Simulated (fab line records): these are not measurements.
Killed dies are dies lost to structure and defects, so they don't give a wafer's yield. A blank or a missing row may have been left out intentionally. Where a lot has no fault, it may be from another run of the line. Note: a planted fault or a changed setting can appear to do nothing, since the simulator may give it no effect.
fab line records -- flow sky130
record: lots: 6, wafers: 18, last_day: 50
route steps=708 shown LDD_HVN@274 LDD_HVP@278 LDD_LDN@289 PAD_OPEN@708
lots that met no fault: from a run of the same line without faults
start_h: hours from the record's first day to the start of the lot's first wafer shown -- wait_h: time in hours since the lot's previous step -- " identical to the entry in the row above -- L1.1+2: several wafers, shown together as one row -- - no value present, or no start provided -- * or withheld: withheld -- < > ~ a bound
route shown NAME@n: NAME is a module with steps in the file, n the number in the route of the first one -- usual: the fault-free wafers' mean and standard deviation -- same: alike in all rows -- chamber/n: place in a boat -- sites: readings site by site -- _std_site: standard deviation across them -- _edge_site: outer sites' mean less inner sites' -- radius_mm: for every site, how far away it sits from the centre of the wafer -- mask NAME#n: copy n -- behind: the tool/chamber that last shaped the wafer -- hold: what put the lot on hold/how long, in hours/how the hold closed -- device: which transistor (n, p or np) failed to switch -- end of line: tests run on the same wafers once the route is complete -- step lacking rows: just its recipe -- killed: at the first sort, the dies lost to defects and structure; wafer yield is something else -- map: a wafer's dies, marking killed ones x, the rest . and places with no die _
set.NAME: setting as actually run; set.NAME@STEP: the setting as run at that earlier step -- model.NAME: the simulator's own value behind a step, which no gauge read
certain route steps with their lots: each step a table, each wafer a row
services: the hour from which a tool's chamber was out of use, counted from the record's first day as start_h (under 0 if before that day), plus the number of hours and why
== steps ==
step: SKY_LDD_HVN_OVL_MEAS_07
usual: LDD_HVN_OVL: 0.4/1.2
lot.wafer,tool,chamber,start_h,wait_h,LDD_HVN_OVL[nm]
L906.1,overlay-01,-,574.10,0.1,-0.3
L906.4,overlay-01,-,574.10,0.1,0.5
L906.5,overlay-01,-,574.10,0.1,-1.1
L905.2,overlay-01,-,574.56,0.1,0.1
L905.3,overlay-01,-,574.56,0.1,1.3
L905.5,overlay-01,-,574.56,0.1,-0.6
L912.3,overlay-02,-,615.47,0.1,1.3
L912.5,overlay-02,-,615.47,0.1,-0.1
L912.6,overlay-02,-,615.47,0.1,-0.7
L914.1,overlay-02,-,631.05,0.1,0.3
L914.2,overlay-02,-,631.05,0.1,0.2
L914.6,overlay-02,-,631.05,0.1,1.3
L916.2,overlay-01,-,666.51,0.1,0.0
L916.4,overlay-01,-,666.51,0.1,-0.1
L916.6,overlay-01,-,666.51,0.1,0.8
L917.2,overlay-02,-,668.31,0.1,2.1
L917.3,overlay-02,-,668.31,0.1,3.3
L917.4,overlay-02,-,668.31,0.1,2.4
step: SKY_LDD_HVN_IMPLANT_08
recipe: species: P, energy_kev: 60, dose_cm2: 3e+13, tilt_deg: 40
step: SKY_LDD_HVN_STRIP_09
recipe: chemistry: O2/N2, power_w: 1400, pressure_mtorr: 1500, platen_temp_c: withheld, o2_flow_sccm: 3000, n2_flow_sccm: 300, overash_fraction: 0.5
usual: drypump_motor_current_A: 5.9/0.42, oes_product_au: 0.409/0.0041, strip_time_to_endpoint_s: 4.135/0.013
lot.wafer,tool,chamber,start_h,wait_h,drypump_motor_current_A,oes_product_au,rf_hours_counter_h,strip_time_to_endpoint_s
L906.1,plasma_asher-02,0,574.29,0.1,5.9,0.411,90,4.141
L906.4,plasma_asher-02,0,574.29,0.1,5.9,0.403,-,4.130
L906.5,plasma_asher-02,1,574.29,0.1,5.6,0.412,-,4.137
L905.2,plasma_asher-03,0,574.74,0.1,6.3,0.407,73,4.120
L905.3,plasma_asher-03,0,574.74,0.1,6.3,0.401,-,4.113
L905.5,plasma_asher-03,1,574.74,0.1,5.7,0.408,-,4.123
L912.3,plasma_asher-04,0,615.67,0.1,5.4,0.412,-,4.130
L912.5,plasma_asher-04,0,615.67,0.1,5.4,0.416,-,4.138
L912.6,plasma_asher-04,1,615.67,0.1,6.6,0.403,-,4.133
L914.1,plasma_asher-02,1,631.24,0.1,5.6,0.409,96,4.132
L914.2,plasma_asher-02,0,631.24,0.1,5.9,0.407,96,4.126
L914.6,plasma_asher-02,0,631.24,0.1,5.9,0.409,-,4.139
L916.2,plasma_asher-02,0,666.69,0.1,5.8,0.403,99,4.143
L916.4,plasma_asher-02,0,666.69,0.1,5.8,0.421,-,4.126
L916.6,plasma_asher-02,1,666.69,0.1,5.6,0.411,-,4.139
L917.2,plasma_asher-02,0,668.49,0.1,5.9,0.412,99,4.115
L917.3,plasma_asher-02,0,668.49,0.1,5.9,0.404,-,4.130
L917.4,plasma_asher-02,1,668.49,0.1,5.6,0.412,-,4.123
step: SKY_LDD_HVN_TW_MEAS_10
usual: LDD_HVN_TW: 1439/12
lot.wafer,tool,chamber,start_h,wait_h,LDD_HVN_TW
L906.1,film_metro-03,-,574.39,0.1,1447
L906.4,film_metro-03,-,574.39,0.1,1437
L906.5,film_metro-03,-,574.39,0.1,1446
L905.2,film_metro-04,-,574.85,0.1,1418
L905.3,film_metro-04,-,574.85,0.1,1419
L905.5,film_metro-04,-,574.85,0.1,1413
L912.3,film_metro-04,-,615.76,0.1,1424
L912.5,film_metro-04,-,615.76,0.1,1422
L912.6,film_metro-04,-,615.76,0.1,1426
L914.1,film_metro-04,-,631.34,0.1,1422
L914.2,film_metro-04,-,631.34,0.1,1434
L914.6,film_metro-04,-,631.34,0.1,1423
L916.2,film_metro-02,-,666.80,0.1,1443
L916.4,film_metro-02,-,666.80,0.1,1439
L916.6,film_metro-02,-,666.80,0.1,1442
L917.2,film_metro-02,-,668.60,0.1,1443
L917.3,film_metro-02,-,668.60,0.1,1442
L917.4,film_metro-02,-,668.60,0.1,1444
step: SKY_LDD_HVP_DEHYDRATE_00
recipe: temp_c: 200, time_s: 60
step: SKY_LDD_HVP_HMDS_01
recipe: prime_time_s: 60, prime_temp_c: 120
step: SKY_LDD_HVP_COAT_02
recipe: resist: NOVOLAK, spin_rpm: 3000, resist_thk_nm: 300
step: SKY_LDD_HVP_SOFTBAKE_03
recipe: temp_c: 90, time_s: 60, resist: NOVOLAK
step: SKY_LDD_HVP_EXPOSE_04
recipe: mask_id: HVPTM, na: 0.6, source_shape: conventional, sigma_outer: 0.6, polarization: unpolarized, target_cd_nm: 700, dose_mj: 86
step: SKY_LDD_HVP_PEB_05
recipe: temp_c: withheld, time_s: *, resist: NOVOLAK
step: SKY_LDD_HVP_DEVELOP_06
recipe: resist: NOVOLAK, developer: TMAH, develop_time_s: 60, dev_temp_c: 23
step: SKY_LDD_HVP_OVL_MEAS_07
usual: LDD_HVP_OVL: -0.6/1.2
lot.wafer,tool,chamber,start_h,wait_h,LDD_HVP_OVL[nm]
L906.1,overlay-02,-,603.68,0.1,-2.1
L906.4,overlay-02,-,603.68,0.1,-0.7
L906.5,overlay-02,-,603.68,0.1,-1.3
L905.2,overlay-02,-,604.46,0.1,-0.7
L905.3,overlay-02,-,604.46,0.1,0.0
L905.5,overlay-02,-,604.46,0.1,-1.2
L912.3,overlay-01,-,645.17,0.1,-2.3
L912.5,overlay-01,-,645.17,0.1,-1.5
L912.6,overlay-01,-,645.17,0.1,-3.5
L914.1,overlay-01,-,660.21,0.1,-1.6
L914.2,overlay-01,-,660.21,0.1,-0.6
L914.6,overlay-01,-,660.21,0.1,-0.7
L916.2,overlay-02,-,695.11,0.1,0.8
L916.4,overlay-02,-,695.11,0.1,-1.4
L916.6,overlay-02,-,695.11,0.1,0.4
L917.2,overlay-01,-,697.07,0.1,0.7
L917.3,overlay-01,-,697.07,0.1,1.4
L917.4,overlay-01,-,697.07,0.1,-0.1
step: SKY_LDD_HVP_IMPLANT_08
recipe: species: B, energy_kev: 20, dose_cm2: 1.7e+13, tilt_deg: 17.9
usual: beam_on_s: 10.01/0.2, end_station_pressure_torr: 5.11e-06/2.6e-07, faraday_current_uA: 95.8/1.9
lot.wafer,tool,chamber,start_h,wait_h,beam_on_s,end_station_pressure_torr,faraday_current_uA
L906.1,implanter-02,0,603.72,0.0,10.89,6.666e-05,85.2
L906.4,implanter-02,0,603.72,0.0,10.23,6.265e-05,90.4
L906.5,implanter-02,0,603.72,0.0,10.80,6.52e-05,85.8
L905.2,implanter-02,0,604.52,0.0,10.66,6.45e-05,87.0
L905.3,implanter-02,0,604.52,0.0,10.91,6.5e-05,85.1
L905.5,implanter-02,0,604.52,0.0,10.86,6.844e-05,85.7
L912.3,implanter-04,0,645.25,0.1,10.06,4.91e-06,94.9
L912.5,implanter-04,0,645.25,0.1,9.86,5.4e-06,97.7
L912.6,implanter-04,0,645.25,0.1,9.79,4.97e-06,97.6
L914.1,implanter-02,0,660.25,0.0,10.31,5.02e-06,93.2
L914.2,implanter-02,0,660.25,0.0,10.03,5.14e-06,95.9
L914.6,implanter-02,0,660.25,0.0,9.88,5.04e-06,96.4
L916.2,implanter-04,0,695.17,0.0,10.11,5.3e-06,94.9
L916.4,implanter-04,0,695.17,0.0,9.80,5.37e-06,97.4
L916.6,implanter-04,0,695.17,0.0,10.17,5.01e-06,94.3
L917.2,implanter-04,0,697.12,0.0,9.54,5.03e-06,100.1
L917.3,implanter-04,0,697.12,0.0,9.78,5.54e-06,98.1
L917.4,implanter-04,0,697.12,0.0,10.05,5.01e-06,95.7
step: SKY_LDD_HVP_STRIP_09
recipe: chemistry: O2/N2, power_w: 1400, pressure_mtorr: 1500, platen_temp_c: withheld, o2_flow_sccm: 3000, n2_flow_sccm: 300, overash_fraction: 0.5
usual: drypump_motor_current_A: 5.8/0.34, oes_product_au: 0.408/0.0047, strip_time_to_endpoint_s: 4.135/0.015
lot.wafer,tool,chamber,start_h,wait_h,drypump_motor_current_A,oes_product_au,rf_hours_counter_h,strip_time_to_endpoint_s
L906.1,plasma_asher-02,1,603.87,0.1,5.6,0.410,93,4.145
L906.4,plasma_asher-02,1,603.87,0.1,5.6,0.402,-,4.137
L906.5,plasma_asher-02,1,603.87,0.1,5.6,0.401,-,4.135
L905.2,plasma_asher-01,1,604.64,0.1,6.2,0.403,14,4.138
L905.3,plasma_asher-01,1,604.64,0.1,6.3,0.405,-,4.141
L905.5,plasma_asher-01,1,604.64,0.1,6.2,0.414,-,4.124
L912.3,plasma_asher-03,1,645.38,0.1,5.7,0.409,-,4.151
L912.5,plasma_asher-03,0,645.38,0.1,6.3,0.406,-,4.153
L912.6,plasma_asher-03,1,645.38,0.1,5.7,0.412,-,4.150
L914.1,plasma_asher-01,0,660.40,0.1,5.3,0.409,20,4.122
L914.2,plasma_asher-01,1,660.40,0.1,6.3,0.410,20,4.128
L914.6,plasma_asher-01,1,660.40,0.1,6.2,0.407,-,4.103
L916.2,plasma_asher-02,1,695.29,0.1,5.6,0.421,101,4.143
L916.4,plasma_asher-02,1,695.29,0.1,5.6,0.410,-,4.141
L916.6,plasma_asher-02,1,695.29,0.1,5.6,0.414,-,4.127
L917.2,plasma_asher-02,1,697.25,0.1,5.6,0.415,101,4.125
L917.3,plasma_asher-02,0,697.25,0.1,5.9,0.405,-,4.117
L917.4,plasma_asher-02,1,697.25,0.1,5.6,0.406,-,4.112
step: SKY_LDD_HVP_TW_MEAS_10
usual: LDD_HVP_TW: 459.5/2.7
lot.wafer,tool,chamber,start_h,wait_h,LDD_HVP_TW
L906.1,film_metro-03,-,603.97,0.1,472.6
L906.4,film_metro-03,-,603.97,0.1,473.2
L906.5,film_metro-03,-,603.97,0.1,470.8
L905.2,film_metro-01,-,604.75,0.1,469.7
L905.3,film_metro-01,-,604.75,0.1,469.9
L905.5,film_metro-01,-,604.75,0.1,471.1
L912.3,film_metro-02,-,645.47,0.1,463.0
L912.5,film_metro-02,-,645.47,0.1,462.1
L912.6,film_metro-02,-,645.47,0.1,460.3
L914.1,film_metro-03,-,660.50,0.1,461.8
L914.2,film_metro-03,-,660.50,0.1,462.9
L914.6,film_metro-03,-,660.50,0.1,462.8
L916.2,film_metro-02,-,695.40,0.1,465.0
L916.4,film_metro-02,-,695.40,0.1,463.8
L916.6,film_metro-02,-,695.40,0.1,464.1
L917.2,film_metro-03,-,697.36,0.1,459.5
L917.3,film_metro-03,-,697.36,0.1,457.6
L917.4,film_metro-03,-,697.36,0.1,459.5
step: SKY_LDD_LDN_DEHYDRATE_00
recipe: temp_c: 200, time_s: 60
step: SKY_PAD_OPEN_PROBE_99
usual: killed_at_M0_to_M3: 42/6.4, killed_at_M4_up: 3.2/1.9, killed_at_contacts: 24/4.8, killed_at_front_end: 16/4.4, killed_at_other: 0.3/0.55, killed_dies: 86/8.6, killed_open: 46/6.6, killed_short: 39/5.7
same: gross_dies: 492, killed_at_back_side: 0
lot.wafer,tool,chamber,start_h,wait_h,killed_at_M0_to_M3,killed_at_M4_up,killed_at_contacts,killed_at_front_end,killed_at_other,killed_dies,killed_open,killed_short,model.etest.tip_p_5v.rs_ohm_sq
L906.1,prober-01,-,1146.30,0.1,40,3,20,17,1,81,45,35,2698
L906.4,prober-01,-,1146.45,0.2,37,1,14,16,0,68,41,27,2707
L906.5,prober-01,-,1146.50,0.2,46,2,20,11,3,82,42,39,2729
L905.2,prober-02,-,1150.53,0.1,33,2,29,19,1,84,46,38,2748
L905.3,prober-02,-,1150.58,0.2,39,2,25,15,0,81,46,35,2693
L905.5,prober-02,-,1150.68,0.2,42,1,27,25,0,95,54,41,2724
L912.3,prober-02,-,1174.39,0.2,39,5,25,21,1,91,48,40,2900
L912.5,prober-02,-,1174.49,0.2,41,2,21,18,0,82,42,40,2914
L912.6,prober-02,-,1174.54,0.2,49,3,19,18,0,89,48,41,2913
L914.1,prober-01,-,1182.70,0.1,52,3,30,6,0,91,53,38,2853
L914.2,prober-01,-,1182.75,0.1,36,5,28,16,1,86,44,42,2813
L914.6,prober-01,-,1182.95,0.2,39,4,24,13,0,80,45,35,2845
L916.2,prober-02,-,1200.22,0.1,35,4,21,12,0,72,36,35,2846
L916.4,prober-02,-,1200.32,0.2,55,3,24,13,0,95,52,43,2867
L916.6,prober-02,-,1200.42,0.2,43,1,23,12,1,80,49,31,2858
L917.2,prober-01,-,1205.09,0.1,26,1,32,12,0,71,37,33,2808
L917.3,prober-01,-,1205.14,0.2,41,6,38,15,0,100,63,37,2830
L917.4,prober-01,-,1205.19,0.2,51,10,29,8,0,98,50,47,2818
killed by level:class
L906.1 VIA1:geometric_particle:open=10 CONTACT:geometric_particle:open=7 POLY_GATE:geometric_particle:short=6 VIA3:geometric_particle:open=6 POLY_GATE:geometric_particle:open=5 VIA2:geometric_particle:open=5 VIA3:geometric_particle:short=4 LI_CONTACT:geometric_particle:open=4
L906.4 METAL1:geometric_particle:short=8 VIA3:geometric_particle:open=8 FIELD_ISO:geometric_particle:open=7 CONTACT:geometric_particle:open=6 VIA1:geometric_particle:open=6 VIA2:geometric_particle:open=5 FIELD_ISO:geometric_particle:short=4 LI_CONTACT:geometric_particle:open=4
L906.5 VIA1:geometric_particle:open=12 VIA3:geometric_particle:open=8 CONTACT:geometric_particle:open=7 VIA3:geometric_particle:short=6 LI_CONTACT:geometric_particle:short=5 METAL1:geometric_particle:short=5 POLY_GATE:geometric_particle:short=4 LI_CONTACT:geometric_particle:open=4
L905.2 CONTACT:geometric_particle:open=13 VIA2:geometric_particle:open=12 FIELD_ISO:geometric_particle:short=7 LI_CONTACT:geometric_particle:open=6 LOCAL_INTERCONNECT:geometric_particle:short=5 VIA1:geometric_particle:short=5 POLY_GATE:geometric_particle:short=4 METAL2:geometric_particle:short=4
L905.3 CONTACT:geometric_particle:open=9 CONTACT:geometric_particle:short=8 VIA1:geometric_particle:open=8 VIA2:geometric_particle:open=6 VIA3:geometric_particle:open=6 FIELD_ISO:geometric_particle:open=4 POLY_GATE:geometric_particle:open=4 POLY_GATE:geometric_particle:short=4
L905.5 VIA1:geometric_particle:open=16 CONTACT:geometric_particle:open=8 FIELD_ISO:geometric_particle:open=7 CONTACT:geometric_particle:short=7 VIA2:geometric_particle:open=7 POLY_GATE:geometric_particle:short=6 LI_CONTACT:geometric_particle:open=6 FIELD_ISO:geometric_particle:short=5
L912.3 CONTACT:geometric_particle:open=9 VIA1:geometric_particle:open=9 VIA3:geometric_particle:open=8 FIELD_ISO:geometric_particle:short=6 LI_CONTACT:geometric_particle:open=6 METAL2:geometric_particle:short=5 VIA2:geometric_particle:open=5 FIELD_ISO:geometric_particle:open=4
L912.5 VIA1:geometric_particle:open=8 LI_CONTACT:geometric_particle:open=7 VIA1:geometric_particle:short=7 VIA2:geometric_particle:open=7 VIA3:geometric_particle:open=6 POLY_GATE:geometric_particle:short=5 POLY_GATE:geometric_particle:open=5 FIELD_ISO:geometric_particle:short=4
L912.6 VIA1:geometric_particle:open=12 CONTACT:geometric_particle:open=8 METAL2:geometric_particle:short=7 VIA3:geometric_particle:open=7 METAL1:geometric_particle:short=6 VIA2:geometric_particle:open=6 LI_CONTACT:geometric_particle:open=5 FIELD_ISO:geometric_particle:short=4
L914.1 VIA1:geometric_particle:open=16 CONTACT:geometric_particle:open=12 CONTACT:geometric_particle:short=9 VIA2:geometric_particle:open=6 VIA3:geometric_particle:open=5 LI_CONTACT:geometric_particle:open=5 METAL2:geometric_particle:short=4 VIA1:geometric_particle:short=4
L914.2 VIA1:geometric_particle:open=11 LI_CONTACT:geometric_particle:open=7 CONTACT:geometric_particle:short=7 LOCAL_INTERCONNECT:geometric_particle:short=6 CONTACT:geometric_particle:open=6 FIELD_ISO:geometric_particle:open=5 VIA1:geometric_particle:short=5 VIA3:geometric_particle:open=5
L914.6 VIA1:geometric_particle:open=12 LOCAL_INTERCONNECT:geometric_particle:short=6 LI_CONTACT:geometric_particle:short=5 VIA3:geometric_particle:open=5 VIA2:geometric_particle:open=5 FIELD_ISO:geometric_particle:open=4 POLY_GATE:geometric_particle:open=4 CONTACT:geometric_particle:short=4
L916.2 VIA1:geometric_particle:open=11 CONTACT:geometric_particle:open=10 POLY_GATE:geometric_particle:short=4 LI_CONTACT:geometric_particle:open=4 CONTACT:geometric_particle:short=4 METAL1:geometric_particle:short=4 VIA2:geometric_particle:open=4 METAL3:geometric_particle:short=4
L916.4 VIA1:geometric_particle:open=13 CONTACT:geometric_particle:open=9 VIA3:geometric_particle:open=8 METAL1:geometric_particle:short=7 CONTACT:geometric_particle:short=6 VIA2:geometric_particle:open=6 VIA3:geometric_particle:short=5 VIA1:geometric_particle:short=5
L916.6 VIA1:geometric_particle:open=12 CONTACT:geometric_particle:open=10 FIELD_ISO:geometric_particle:open=6 METAL1:geometric_particle:short=6 VIA2:geometric_particle:open=6 LOCAL_INTERCONNECT:geometric_particle:short=5 VIA2:geometric_particle:short=5 VIA1:geometric_particle:short=4
L917.2 CONTACT:geometric_particle:open=8 VIA3:geometric_particle:open=7 CONTACT:geometric_particle:short=6 LI_CONTACT:geometric_particle:short=5 LI_CONTACT:geometric_particle:open=5 LOCAL_INTERCONNECT:geometric_particle:short=5 METAL1:geometric_particle:short=4 VIA1:geometric_particle:open=4
L917.3 CONTACT:geometric_particle:open=15 VIA1:geometric_particle:open=10 LI_CONTACT:geometric_particle:open=9 VIA2:geometric_particle:open=9 METAL1:geometric_particle:short=7 CONTACT:geometric_particle:short=6 FIELD_ISO:geometric_particle:open=4 POLY_GATE:geometric_particle:open=4
L917.4 CONTACT:geometric_particle:open=11 VIA1:geometric_particle:open=10 LI_CONTACT:geometric_particle:open=8 METAL1:geometric_particle:short=7 METAL4:geometric_particle:short=7 METAL2:geometric_particle:short=7 VIA1:geometric_particle:short=6 VIA3:geometric_particle:open=5
== services ==
tool,chamber,start_h,hours,kind
plasma_asher-01,-,551.27,2.0,repair
implanter-04,-,567.32,5.9,pm
implanter-04,-,584.45,1.7,repair
implanter-02,-,585.96,0.7,repair
implanter-02,-,617.39,8.2,repair
implanter-04,-,618.39,2.8,pm
plasma_asher-04,-,624.56,5.9,repair
implanter-02,-,625.79,0.6,repair
plasma_asher-04,-,653.97,2.2,repair
plasma_asher-03,-,666.36,1.8,repair
plasma_asher-02,-,670.67,3.7,repair
plasma_asher-02,-,674.76,6.2,repair
== key ==
first_sign: step: SKY_LDD_HVP_IMPLANT_08, reading: end_station_pressure_torr, direction: up, sigmas: 99+, usual: 5.11e-06, struck: 6.541e-05
effect: step: SKY_LDD_HVP_IMPLANT_08, reading: faraday_current_uA, direction: down, sigmas: 4.8, usual: 95.8, struck: 86.5
effect: step: SKY_LDD_HVP_TW_MEAS_10, reading: LDD_HVP_TW, direction: up, sigmas: 4.3, usual: 459.5, struck: 471.2
model_effect: step: SKY_PAD_OPEN_PROBE_99, value: etest.tip_p_5v.rs_ohm_sq, without: 2880, struck: 2717
met_at SKY_LDD_HVP_IMPLANT_08
struck_wafers L905.2,L905.3,L905.5,L906.1,L906.4,L906.5
tester_left_out L905,L906
fault: kind: process_parameter_drift, tool: implanter-02, chamber: -, onset_h: 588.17, steps: SKY_LDD_HVP_IMPLANT_08, channel: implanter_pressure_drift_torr, offset: 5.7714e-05, shape: step, end_h: 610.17
fault: kind: process_parameter_drift, tool: implanter-02, chamber: -, onset_h: 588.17, steps: SKY_LDD_HVP_IMPLANT_08, channel: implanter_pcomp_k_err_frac, offset: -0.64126, shape: step, end_h: 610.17
tester_left_out: of these lots the tester's yield and bins aren't shown, on N5 and GAA mostly nor the transistor test; their killed dies are dies lost to structure and defects alone, not to doping, threshold or leakage, so they don't give the yield
